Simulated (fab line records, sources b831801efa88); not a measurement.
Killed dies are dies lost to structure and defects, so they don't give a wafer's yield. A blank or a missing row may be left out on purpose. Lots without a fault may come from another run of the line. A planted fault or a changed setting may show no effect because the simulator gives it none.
Problem report in the 8D (eight disciplines) form, filled by code | flow sky130 | the parts of the form that need people (team, actions taken, sign-off) are left out

1. THE PROBLEM
dose_ions_cm2 at SKY_LDD_LDN_IMPLANT_11 reads a mean of 1.3912e+13 on 6 wafers of 2 lots; wafers without a fault read 1.2499e+13 with a standard deviation of 1.4e+10. That is +99 or more standard deviations from the usual mean.
First seen on wafer L547.1, day 27 02:28, on implanter-02. The record holds 39 wafers of 13 lots with a number at this step. Rule for "out", or "out of limits": more than 4 standard deviations from the usual mean. The other wafers with a number count as sound.

2. WHAT IT IS AND WHAT IT IS NOT
question                    | is                                | is not
which readings at this step | dose_ions_cm2, faraday_current_uA | -
which lots                  | L547, L549                        | L536, L540, L541, L542, L544, L550, L553, L555, L557, L558, L559
which wafers of those lots  | all that have a number            | -
read on which tools         | implanter-02                      | implanter-03, implanter-04
when                        | from day 27 02:28                 | up to then (15 sound wafers); but 18 sound wafers of L550, L553, L555, L557, L558, L559 came after

3. SUSPECTS, AND WHAT RULES EACH OUT
Counting: a tool at a process step up to the reading stays a suspect if it ran every lot that is out and no sound lot after the first of them.
- implanter-02 at SKY_LDD_LDN_IMPLANT_11: ruled out as a lasting fault. Sound lots L557 ran on it after its first lot that is out, L547 (day 27 02:28).
Left after counting: nothing in the record.

4. THE CAUSE (what the simulator had put in)
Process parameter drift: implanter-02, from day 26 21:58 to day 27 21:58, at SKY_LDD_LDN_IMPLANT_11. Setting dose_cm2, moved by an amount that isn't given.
Counting ruled it out, wrongly.

5. THE CHAIN OF EFFECTS, in route order
Each row: a reading whose mean over the struck wafers that have a number lies more than 3 standard deviations from the usual. Only readings for which the record gives a usual standard deviation are gone through. hours: the time from each lot's start at the first step in this table that gives one to its start at this step, as a median over the lots. sigmas: the change in usual standard deviations.
hours | step                   | reading            | usual      | on struck wafers | change      | sigmas
0     | SKY_LDD_LDN_IMPLANT_11 | dose_ions_cm2      | 1.2499e+13 | 1.3912e+13       | +1.4125e+12 | +99 or more
0     | SKY_LDD_LDN_IMPLANT_11 | faraday_current_uA | 70.5       | 77.9             | +7.4        | +5.3
The process steps in it:
- SKY_LDD_LDN_IMPLANT_11
Later measuring or inspecting steps at which every struck wafer that the step has a row for has a number for every such reading, and none has moved that far: SKY_LDD_LDN_TW_MEAS_13.

6. WHAT WOULD HAVE CAUGHT IT SOONER
In this record the first reading out of limits was taken at day 27 02:28, 4 hours after the fault began at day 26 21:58.
